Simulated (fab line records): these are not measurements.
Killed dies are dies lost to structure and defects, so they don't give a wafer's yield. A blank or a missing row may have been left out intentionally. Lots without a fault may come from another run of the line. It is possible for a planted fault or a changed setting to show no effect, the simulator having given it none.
Which tool is to blame? -- flow gf180mcu -- 7 lots with 21 wafers sampled at 2 steps, on a route of 602 steps

== WHAT THE GAUGES READ, wafer by wafer ==
GF_V5_THK_MEAS_03.
lot,measured,on,V5_CVD_02_THK (nm)
L480,day 27 00:43,filmMetro-01,1462 1461 1448
L483,day 27 18:59,filmMetro-01,1441 1449 1458
L485,day 28 10:40,filmMetro-04,1408 1419 1437
L487,day 29 00:42,filmMetro-04,1473 1470 1449
L490,day 29 21:56,filmMetro-03,1449 1455 1444
L498,day 31 20:28,filmMetro-03,1441 1448 1479
L500,day 32 04:47,filmMetro-04,1436 1445 1425

== WHAT TOOL EACH LOT RAN ON (gives the tool, then ch and the chambers of the sampled wafers, and finally the start) ==
lot,GF_V5_CVD_02
L480,"pecvd-01 ch 0,1,2, day 27 00:37"
L483,"pecvd-04 ch 1,2, day 27 18:53"
L485,"pecvd-01 ch 1,2, day 28 10:31"
L487,"pecvd-04 ch 1,2, day 29 00:34"
L490,"pecvd-02 ch 1,2, day 29 21:49"
L498,"pecvd-01 ch 1,2, day 31 20:21"
L500,"pecvd-01 ch 0,1,2, day 32 04:41"
- GF_V5_CVD_02: deposits SiO2 from TEOS, target thk 1450 nm, time 163.28 s.

== THE ANSWER, worked out from the rows above alone ==
Rule: the lots themselves supply what counts as usual. The widest of any qualifying gaps counts: lots, ordered by their means at a reading, are off when they make up no more than a third of the lots, leave a main group of 4 or more, and stand apart from it by 3 or more times the standard deviation of that group's means. Not used: any main group whose means are identical at the precision the tables above print for the reading. Also off: a lot with no number at a reading for which 4 or more lots have one. All remaining lots with rows at the step are treated as sound.
Nothing can be told from this: no lot is off at any reading shown.

== WHAT HAD BEEN PUT IN BY THE SIMULATOR ==
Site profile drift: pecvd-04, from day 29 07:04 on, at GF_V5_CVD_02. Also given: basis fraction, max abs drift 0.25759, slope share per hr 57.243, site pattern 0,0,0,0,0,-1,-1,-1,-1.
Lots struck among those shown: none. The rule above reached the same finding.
